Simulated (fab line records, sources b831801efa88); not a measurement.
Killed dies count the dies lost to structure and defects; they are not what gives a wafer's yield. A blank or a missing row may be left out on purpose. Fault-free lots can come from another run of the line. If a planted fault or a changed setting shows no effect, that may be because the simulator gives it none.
fab line records | flow sky130
[record] lots = 6 wafers = 18 lastDay = 49
route steps=708 shown METAL1@451 VIA1@458 PAD_OPEN@708
lots with no fault: from the same line, run without faults
startH: hours from the record's opening day to when the first of the lot's shown wafers began | waitH: hours elapsed since this lot's preceding step | " unchanged from the row above | L1.1+2: several wafers, shown together as one row | - no value, or no start given | * or withheld: withheld | < > ~ a bound
route shown NAME@n: a module of which the file shows steps, and the number in the route of the first | usual: average and standard deviation across the fault-free wafers | same: alike in all rows | chamber/n: place in a boat | sites: each site's reading | _std_site: their standard deviation | _edge_site: the outer-site mean with the inner-site mean subtracted | radiusMm: how far each site lies from the wafer's centre | mask NAME#n: copy n | behind: tool/chamber where the wafer was last shaped | hold: why the lot was held/for how many hours/how that ended | device: the n, p or np transistor that did not switch | end of line: tests of these same wafers at the route's end | for a step that has no rows: nothing shown but its recipe | killed: the dies lost at the first sort to structure and to defects; this is not the yield of the wafer | map: per-die view of a wafer (x killed, . not killed, _ where there is no die)
set.NAME: the run value of the setting; set.NAME@STEP: its run value at that earlier step | model.NAME: the simulator's own value behind a step, which no gauge read
a table for each step, a row for each wafer; lots at some steps of the route
services: the hour from which a tool's chamber was out of use, counted from the record's first day as startH (under 0 if before that day), plus the number of hours and why
[[steps]]
[step SKY_METAL1_DESCUM_17]
[recipe] chemistry = O2 sourcePowerW = 150 biasPowerW = 0 pressureMtorr = 10 tempC = 40 timeS = 8
[usual] drypumpMotorCurrentA = 5.8/0.4 oesProductAu = 0.997/0.008
// columns lot.wafer tool chamber startH waitH drypumpMotorCurrentA oesProductAu rfHoursCounterH
L326.2 rieMetal-03 0 795.89 0.0 6.0 0.993 14
L326.3 " 1 " " 5.6 0.992 -
L326.6 " 1 " " 5.6 0.991 -
L328.1 rieMetal-01 0 805.99 0.0 5.6 1.003 7
L328.5 " 1 " " 5.7 1.016 -
L328.6 " 0 " " 5.6 1.009 -
L336.2 rieMetal-03 1 849.54 0.0 5.6 0.997 4
L336.4 " 0 " " 6.0 1.002 -
L336.5 " 1 " " 5.6 0.988 -
L337.1 rieMetal-04 1 860.54 0.0 5.1 1.001 9
L337.2 " 0 " " 6.5 0.996 5
L337.4 " 1 " " 5.1 0.997 -
L339.2 rieMetal-04 0 891.04 0.0 6.5 1.005 6
L339.4 " 1 " " 5.1 0.994 -
L339.6 " 1 " " 5.1 1.008 -
L341.2 rieMetal-03 0 907.95 0.0 6.0 1.002 3
L341.4 " 1 " " 5.7 0.985 -
L341.5 " 1 " " 5.6 0.992 -
[step SKY_METAL1_ETCH_18]
[recipe] chemistry = N2/H2 target = BARC ionEnergyEv = 200 biasW = 100 pressureMtorr = 30 n2FlowSccm = 100 h2FlowSccm = 200 icpW = 500 stopOn = SiO2 timeS = 45.9 targetDepthA = 600
[usual] drypumpMotorCurrentA = 5.8/0.4 oesProductAu = 0.854/0.0049 throttleValvePct = 13.224/0.0081
// columns lot.wafer tool chamber startH waitH drypumpMotorCurrentA oesProductAu rfHoursCounterH throttleValvePct
L326.2 rieMetal-03 0 795.92 0.0 6.0 0.861 14 13.225
L326.3 " 1 " " 5.7 0.856 - 13.223
L326.6 " 1 " " 5.6 0.855 - 13.218
L328.1 rieMetal-01 0 806.02 0.0 5.6 0.856 7 13.226
L328.5 " 1 " " 5.7 0.856 - 13.225
L328.6 " 0 " " 5.6 0.856 - 13.243
L336.2 rieMetal-03 1 849.57 0.0 5.6 0.854 4 13.222
L336.4 " 0 " " 6.1 0.862 - 13.225
L336.5 " 1 " " 5.6 0.849 - 13.220
L337.1 rieMetal-04 1 860.57 0.0 5.1 0.845 9 13.235
L337.2 " 0 " " 6.5 0.852 5 13.236
L337.4 " 1 " " 5.1 0.866 - 13.219
L339.2 rieMetal-04 0 891.07 0.0 6.5 0.848 6 13.217
L339.4 " 1 " " 5.1 0.848 - 13.220
L339.6 " 1 " " 5.1 0.854 - 13.213
L341.2 rieMetal-03 0 907.98 0.0 6.0 0.855 3 13.220
L341.4 " 1 " " 5.6 0.853 - 13.226
L341.5 " 1 " " 5.6 0.849 - 13.228
[step SKY_METAL1_METAL_ETCH_19]
[recipe] targetDepthA = 3600 stopOn = SiO2 overEtchFrac = 0.3 timeS = 78 chemistry = Cl2/BCl3 resistSidewallDeg = 88 pressureMtorr = 10 icpW = 900 biasW = 48.5 Cl2_flow_sccm = 60 bcl3FlowSccm = 30
[usual] drypumpMotorCurrentA = 5.8/0.4 oesProductAu = 0.853/0.0058 throttleValvePct = 22.264/0.0089
// columns lot.wafer tool chamber startH waitH drypumpMotorCurrentA oesProductAu rfHoursCounterH throttleValvePct
L326.2 rieMetal-03 0 795.99 0.0 6.1 0.857 14 22.277
L326.3 " 1 " " 5.6 0.874 - 22.266
L326.6 " 1 " " 5.6 0.854 - 22.272
L328.1 rieMetal-01 0 806.09 0.0 5.7 0.846 7 22.251
L328.5 " 1 " " 5.7 0.846 - 22.264
L328.6 " 0 " " 5.7 0.860 - 22.270
L336.2 rieMetal-03 1 849.64 0.0 5.6 0.856 4 22.273
L336.4 " 0 " " 6.0 0.853 - 22.267
L336.5 " 1 " " 5.6 0.858 - 22.270
L337.1 rieMetal-04 1 860.64 0.0 5.1 0.847 9 22.256
L337.2 " 0 " " 6.5 0.838 6 22.266
L337.4 " 1 " " 5.1 0.844 - 22.267
L339.2 rieMetal-04 0 891.14 0.0 6.5 0.858 7 22.267
L339.4 " 1 " " 5.1 0.849 - 22.272
L339.6 " 1 " " 5.1 0.852 - 22.285
L341.2 rieMetal-03 0 908.04 0.0 6.0 0.848 3 22.257
L341.4 " 1 " " 5.6 0.854 - 22.264
L341.5 " 1 " " 5.6 0.846 - 22.278
[step SKY_METAL1_STRIP_20]
[recipe] chemistry = O2/N2 powerW = 1400 pressureMtorr = 1500 platenTempC = withheld o2FlowSccm = 3000 n2FlowSccm = 300 overashFraction = 0.5
[usual] drypumpMotorCurrentA = 5.6/0.4 oesProductAu = 0.344/0.0047 stripTimeToEndpointS = 2.72/0.031
// columns lot.wafer tool chamber startH waitH drypumpMotorCurrentA oesProductAu rfHoursCounterH stripTimeToEndpointS
L326.2 plasmaAsher-02 0 796.08 0.1 5.5 0.343 36 2.73
L326.3 " 1 " " 5.1 0.341 - 2.72
L326.6 " 0 " " 5.6 0.346 - 2.71
L328.1 plasmaAsher-04 1 806.18 0.1 5.2 0.350 6 2.76
L328.5 " 1 " " 5.2 0.343 - 2.71
L328.6 " 0 " " 6.3 0.342 - 2.75
L336.2 plasmaAsher-04 0 849.73 0.1 6.3 0.345 10 2.76
L336.4 " 0 " " 6.3 0.348 - 2.71
L336.5 " 0 " " 6.3 0.337 - 2.75
L337.1 plasmaAsher-04 0 860.73 0.1 6.3 0.340 12 2.73
L337.2 " 1 " " 5.3 0.346 12 2.70
L337.4 " 1 " " 5.3 0.342 - 2.73
L339.2 plasmaAsher-02 1 891.23 0.1 5.1 0.350 45 2.69
L339.4 " 0 " " 5.6 0.342 - 2.72
L339.6 " 0 " " 5.6 0.351 - 2.74
L341.2 plasmaAsher-03 1 908.13 0.1 5.8 0.347 75 2.69
L341.4 " 0 " " 5.8 0.339 - 2.73
L341.5 " 0 " " 5.9 0.349 - 2.76
[step SKY_METAL1_STRIP_21]
[recipe] chemistry = postEtchResidueRemover timeS = 1200 tempC = 72.5
[step SKY_METAL1_CLEAN_22]
[recipe] chemistry = IPA timeS = 180 tempC = 25
[step SKY_METAL1_CLEAN_23]
[recipe] chemistry = O3/DIW dry = n2Spin
[step SKY_VIA1_HDPCVD_00]
[recipe] material = SiO2 targetThkNm = 1030 sigmaOpenFrac = 0.3 timeS = 171.7 tempC = 400 sih4FlowSccm = 60 pressureMtorr = 6
[step SKY_VIA1_THK_MEAS_01]
[recipe] reads = SiO2_of_VIA1_HDPCVD_00
[usual] VIA1_HDPCVD_THK = 1026/11
// columns lot.wafer tool chamber startH waitH VIA1_HDPCVD_THK[nm]
L326.2 filmMetro-02 - 796.79 0.1 1014
L326.3 " - " " 1016
L326.6 " - " " 1014
L328.1 filmMetro-04 - 807.02 0.1 1022
L328.5 " - " " 1040
L328.6 " - " " 1029
L336.2 filmMetro-03 - 850.50 0.1 1020
L336.4 " - " " 1023
L336.5 " - " " 1039
L337.1 filmMetro-03 - 861.44 0.1 1019
L337.2 " - " " 1002
L337.4 " - " " 1013
L339.2 filmMetro-04 - 891.94 0.1 1035
L339.4 " - " " 1030
L339.6 " - " " 1007
L341.2 filmMetro-03 - 908.88 0.1 1028
L341.4 " - " " 1022
L341.5 " - " " 1027
[step SKY_VIA1_CMP_02]
[recipe] material = SiO2 downForcePsi = 4 platenRpm = 60 padVelocityMS = 0.94248
[usual] motorCurrentA = 12.3/1.1 slurryFilterDpKPa = 13.51/0.13
// columns lot.wafer tool chamber startH waitH motorCurrentA slurryFilterDpKPa
L326.3 cmp-01 0 796.89 0.1 11.1 13.67
L326.2 " 1 " " 13.6 13.73
L326.6 " 3 " " 10.9 13.53
L328.1 cmp-01 3 807.13 0.1 11.0 13.56
L328.6 " 2 " " 14.2 13.40
L328.5 " 3 " " 10.9 13.52
L336.4 cmp-02 2 850.60 0.1 11.3 13.64
L336.2 " 3 " " 13.2 13.60
L336.5 " 1 " " 12.6 13.47
L337.1 cmp-01 2 861.50 0.1 13.8 13.47
L337.2 " 0 " " 11.7 13.48
L337.4 " 1 " " 13.0 13.54
L339.4 cmp-01 0 892.04 0.1 11.5 13.43
L339.2 " 1 " " 13.1 13.36
L339.6 " 3 " " 11.5 13.39
L341.4 cmp-01 1 908.98 0.1 13.6 13.72
L341.2 " 3 " " 10.8 13.44
L341.5 " 1 " " 13.1 13.62
[step SKY_VIA1_BOW_MEAS_03]
[recipe] mode = bow
[usual] VIA1_BOW = 78/7
// columns lot.wafer tool chamber startH waitH VIA1_BOW[um]
L326.2 filmMetro-04 - 797.16 0.2 78
L326.3 " - " " 74
L326.6 " - " " 82
L328.1 filmMetro-02 - 807.38 0.2 83
L328.5 " - " " 76
L328.6 " - " " 67
L336.2 filmMetro-03 - 850.87 0.2 87
L336.4 " - " " 77
L336.5 " - " " 64
L337.1 filmMetro-03 - 861.80 0.2 90
L337.2 " - " " 82
L337.4 " - " " 84
L339.2 filmMetro-03 - 892.33 0.2 66
L339.4 " - " " 82
L339.6 " - " " 79
L341.2 filmMetro-04 - 909.25 0.1 84
L341.4 " - " " 66
L341.5 " - " " 71
[step SKY_VIA1_DEHYDRATE_04]
[recipe] tempC = 200 timeS = 60
[step SKY_VIA1_HMDS_05]
[recipe] primeTimeS = 60 primeTempC = 120
[usual] primeTempC = 120.01/0.13
// columns lot.wafer tool chamber startH waitH primeTempC
L326.2 lithoTrack-02 0 808.72 0.1 120.02
L326.3 " 0 " " 119.98
L326.6 " 0 " " 119.97
L328.1 lithoTrack-04 0 818.99 0.1 120.05
L328.5 " 0 " " 119.88
L328.6 " 0 " " 120.04
L336.2 lithoTrack-04 0 863.26 0.1 116.14
L336.4 " 0 " " 116.02
L336.5 " 0 " " 116.00
L337.1 lithoTrack-02 0 872.84 0.1 120.01
L337.2 " 0 " " 119.88
L337.4 " 0 " " 120.02
L339.2 lithoTrack-04 0 904.01 0.1 116.26
L339.4 " 0 " " 116.09
L339.6 " 0 " " 116.09
L341.2 lithoTrack-03 0 921.42 0.1 120.20
L341.4 " 0 " " 120.01
L341.5 " 0 " " 119.79
[step SKY_VIA1_COAT_06]
[recipe] resist = BARC tempC = withheld timeS = withheld spinRpm = 3000 resistThkNm = 60
[step SKY_PAD_OPEN_PROBE_99]
[usual] defectLimitedYield = 82.6/1.8 killed_at_M0_to_M3 = 44/6.5 killed_at_M4_up = 3.3/1.9 killedAtContacts = 23/4.7 killedAtFrontEnd = 15/4.5 killedAtOther = 0.2/0.52 killedDies = 86/8.9 killedOpen = 47/6.8 killedShort = 39/6.1 sort_bin_3_pad_short = 0.8/0.44 sort_bin_5_function = 10.3/1.4 sort_bin_6_memory = 6.3/1.1 sortNPass = 406/8.9 sortYieldPct = 82.6/1.8
[same] grossDies = 492 killedAtBackSide = 0 sort_bin_4_leakage[%] = 0 sort_bin_8_speed[%] = 0
// columns lot.wafer tool chamber startH waitH defectLimitedYield[%] killed_at_M0_to_M3 killed_at_M4_up killedAtContacts killedAtFrontEnd killedAtOther killedDies killedOpen killedShort sort_bin_3_pad_short[%] sort_bin_5_function[%] sort_bin_6_memory[%] sortNPass sortYieldPct[%]
L326.2 prober-01 - 1097.21 0.1 81.9 37 2 30 20 0 89 52 37 0.2 11.4 6.5 403 81.9
L326.3 prober-01 - 1097.26 0.2 81.1 46 1 21 25 0 93 54 39 0.4 12.2 6.3 399 81.1
L326.6 prober-01 - 1097.41 0.2 81.9 41 7 24 17 0 89 48 41 0.2 10.8 7.1 403 81.9
L328.1 prober-01 - 1106.91 0.1 79.9 50 3 25 20 1 99 58 41 1.2 10.2 8.7 393 79.9
L328.5 prober-01 - 1107.11 0.2 82.1 53 2 19 14 0 88 43 45 0.6 12.8 4.5 404 82.1
L328.6 prober-01 - 1107.16 0.2 80.5 45 2 30 18 1 96 51 45 0.8 9.8 8.9 396 80.5
L336.2 prober-02 - 1139.19 0.1 77.6 58 4 27 21 0 110 63 47 0.6 14.6 7.1 382 77.6
L336.4 prober-02 - 1139.29 0.2 81.7 58 1 24 7 0 90 49 41 0.6 10.4 7.3 402 81.7
L336.5 prober-02 - 1139.34 0.2 80.1 55 0 27 16 0 98 57 41 1.2 12.6 6.1 394 80.1
L337.1 prober-01 - 1144.32 0.1 85.2 39 2 16 15 1 73 48 25 0.6 10.4 3.9 419 85.2
L337.2 prober-01 - 1144.37 0.1 82.5 44 3 25 14 0 86 49 37 1.2 9.6 6.7 406 82.5
L337.4 prober-01 - 1144.47 0.2 82.1 47 2 24 15 0 88 49 39 1.8 10.4 5.7 404 82.1
L339.2 prober-02 - 1165.48 0.1 83.3 42 2 17 21 0 82 40 42 0.8 8.5 7.3 410 83.3
L339.4 prober-02 - 1165.58 0.2 82.3 49 3 22 12 1 87 43 44 0.4 11.6 5.7 405 82.3
L339.6 prober-02 - 1165.68 0.2 84.3 36 3 19 19 0 77 42 35 0.6 9.8 5.3 415 84.3
L341.2 prober-01 - 1180.72 0.2 82.7 39 6 26 13 1 85 44 41 0.8 10.4 6.1 407 82.7
L341.4 prober-01 - 1180.82 0.3 79.1 52 1 29 21 0 103 62 41 0.2 13.2 7.5 389 79.1
L341.5 prober-01 - 1180.87 0.3 85.6 31 3 28 9 0 71 44 27 0.8 8.3 5.3 421 85.6
// killed by level:class
L326.2 CONTACT:geometricParticle:open=18 VIA1:geometricParticle:open=8 METAL1:geometricParticle:short=5 METAL2:geometricParticle:short=5 POLY_GATE:geometricParticle:open=4 SPACER:geometricParticle:open=4 LI_CONTACT:geometricParticle:open=4 LI_CONTACT:geometricParticle:short=4
L326.3 FIELD_ISO:geometricParticle:short=10 VIA1:geometricParticle:open=10 CONTACT:geometricParticle:open=10 VIA2:geometricParticle:open=8 METAL1:geometricParticle:short=8 FIELD_ISO:geometricParticle:open=7 METAL2:geometricParticle:short=5 LI_CONTACT:geometricParticle:open=5
L326.6 VIA1:geometricParticle:open=10 LI_CONTACT:geometricParticle:open=8 CONTACT:geometricParticle:open=7 METAL4:geometricParticle:short=7 FIELD_ISO:geometricParticle:short=6 VIA3:geometricParticle:open=6 FIELD_ISO:geometricParticle:open=5 VIA2:geometricParticle:open=5
L328.1 CONTACT:geometricParticle:open=13 VIA1:geometricParticle:open=13 FIELD_ISO:geometricParticle:open=7 METAL2:geometricParticle:short=7 VIA3:geometricParticle:open=7 FIELD_ISO:geometricParticle:short=5 LI_CONTACT:geometricParticle:open=5 VIA2:geometricParticle:open=5
L328.5 VIA1:geometricParticle:open=11 CONTACT:geometricParticle:open=8 METAL1:geometricParticle:short=7 VIA2:geometricParticle:open=7 VIA3:geometricParticle:open=6 VIA3:geometricParticle:short=5 FIELD_ISO:geometricParticle:short=4 VIA2:geometricParticle:short=4
L328.6 CONTACT:geometricParticle:open=11 VIA1:geometricParticle:open=10 CONTACT:geometricParticle:short=7 VIA3:geometricParticle:open=7 METAL2:geometricParticle:short=6 FIELD_ISO:geometricParticle:short=5 LI_CONTACT:geometricParticle:open=5 POLY_GATE:geometricParticle:short=4
L336.2 VIA2:geometricParticle:open=12 VIA1:geometricParticle:open=11 VIA3:geometricParticle:open=9 CONTACT:geometricParticle:open=8 LI_CONTACT:geometricParticle:open=7 POLY_GATE:geometricParticle:open=6 CONTACT:geometricParticle:short=6 METAL1:geometricParticle:short=6
L336.4 VIA2:geometricParticle:open=12 VIA1:geometricParticle:open=11 CONTACT:geometricParticle:open=9 METAL2:geometricParticle:short=9 VIA3:geometricParticle:open=6 VIA3:geometricParticle:short=6 LI_CONTACT:geometricParticle:open=5 CONTACT:geometricParticle:short=4
L336.5 VIA1:geometricParticle:open=15 LI_CONTACT:geometricParticle:open=12 METAL2:geometricParticle:short=9 VIA2:geometricParticle:open=9 VIA3:geometricParticle:open=7 CONTACT:geometricParticle:short=6 FIELD_ISO:geometricParticle:short=5 METAL1:geometricParticle:short=5
L337.1 VIA1:geometricParticle:open=10 LI_CONTACT:geometricParticle:open=8 VIA2:geometricParticle:open=7 VIA3:geometricParticle:open=7 METAL1:geometricParticle:short=5 CONTACT:geometricParticle:open=4 FIELD_ISO:geometricParticle:open=3 FIELD_ISO:geometricParticle:short=3
L337.2 VIA2:geometricParticle:open=10 CONTACT:geometricParticle:open=8 VIA3:geometricParticle:open=8 LI_CONTACT:geometricParticle:open=7 VIA1:geometricParticle:open=6 METAL1:geometricParticle:short=6 CONTACT:geometricParticle:short=5 POLY_GATE:geometricParticle:open=4
L337.4 VIA3:geometricParticle:open=9 VIA2:geometricParticle:open=9 CONTACT:geometricParticle:open=7 METAL1:geometricParticle:short=7 METAL2:geometricParticle:short=7 LOCAL_INTERCONNECT:geometricParticle:short=6 LI_CONTACT:geometricParticle:open=6 VIA1:geometricParticle:open=5
L339.2 CONTACT:geometricParticle:open=7 VIA2:geometricParticle:open=7 VIA1:geometricParticle:open=6 VIA3:geometricParticle:open=6 FIELD_ISO:geometricParticle:short=5 METAL2:geometricParticle:short=5 FIELD_ISO:geometricParticle:open=4 POLY_GATE:geometricParticle:short=4
L339.4 VIA1:geometricParticle:short=8 VIA1:geometricParticle:open=8 VIA3:geometricParticle:open=7 CONTACT:geometricParticle:open=7 METAL1:geometricParticle:short=6 LI_CONTACT:geometricParticle:open=5 METAL1:geometricParticle:open=5 METAL2:geometricParticle:short=5
L339.6 VIA3:geometricParticle:open=9 VIA1:geometricParticle:open=9 FIELD_ISO:geometricParticle:open=8 VIA3:geometricParticle:short=6 LOCAL_INTERCONNECT:geometricParticle:short=5 CONTACT:geometricParticle:open=5 POLY_GATE:geometricParticle:short=4 LI_CONTACT:geometricParticle:open=4
L341.2 VIA1:geometricParticle:open=10 CONTACT:geometricParticle:open=9 METAL1:geometricParticle:short=8 LI_CONTACT:geometricParticle:open=6 VIA2:geometricParticle:open=6 CONTACT:geometricParticle:short=5 LI_CONTACT:geometricParticle:short=4 VIA2:geometricParticle:short=4
L341.4 VIA1:geometricParticle:open=13 VIA3:geometricParticle:open=9 LI_CONTACT:geometricParticle:open=8 CONTACT:geometricParticle:open=8 VIA2:geometricParticle:open=8 CONTACT:geometricParticle:short=7 FIELD_ISO:geometricParticle:short=6 FIELD_ISO:geometricParticle:open=5
L341.5 VIA1:geometricParticle:open=13 CONTACT:geometricParticle:open=10 CONTACT:geometricParticle:short=9 LI_CONTACT:geometricParticle:open=6 VIA2:geometricParticle:open=5 METAL2:geometricParticle:short=4 VIA3:geometricParticle:open=4 METAL4:geometricParticle:short=3
[[services]]
// columns tool chamber startH hours kind
cmp-01 - 773.75 3.8 repair
cmp-01 - 781.43 2.1 repair
cmp-01 - 782.40 1.8 repair
rieMetal-03 - 782.67 2.5 repair
cmp-02 - 789.24 4.1 repair
rieMetal-03 - 789.75 1.4 pm
rieMetal-04 - 796.49 1.1 repair
rieMetal-04 0 803.90 6.0 repair
rieMetal-03 0 809.49 - clean
rieMetal-03 0 809.49 23.7 scheduledDown
rieMetal-03 0 809.49 23.7 ventCycle
cmp-02 - 817.69 2.8 repair
cmp-02 - 826.24 1.8 repair
cmp-01 - 863.44 1.2 repair
plasmaAsher-02 - 883.55 6.7 repair
cmp-02 - 895.66 5.6 pm
cmp-02 - 912.53 4.0 pm
cmp-02 - 916.53 - consumableReplace:conditioner
cmp-02 - 916.53 - consumableReplace:pad
cmp-01 - 920.05 1.0 repair
cmp-02 - 921.11 1.3 repair
[[key]]
[firstSign] step = SKY_VIA1_HMDS_05 reading = primeTempC direction = down sigmas = 29 usual = * struck = *
effect none on later readings
metAt SKY_VIA1_HMDS_05
struckWafers L336.2,L336.4,L336.5,L339.2,L339.4,L339.6
onsetBetween 818.99 863.26
[fault] kind = processParameterDrift tool = lithoTrack-04 chamber = - onsetH = 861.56 steps = SKY_VIA1_HMDS_05 channel = primeTempC offset = * shape = step endH = 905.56 actsIn = * stated = *
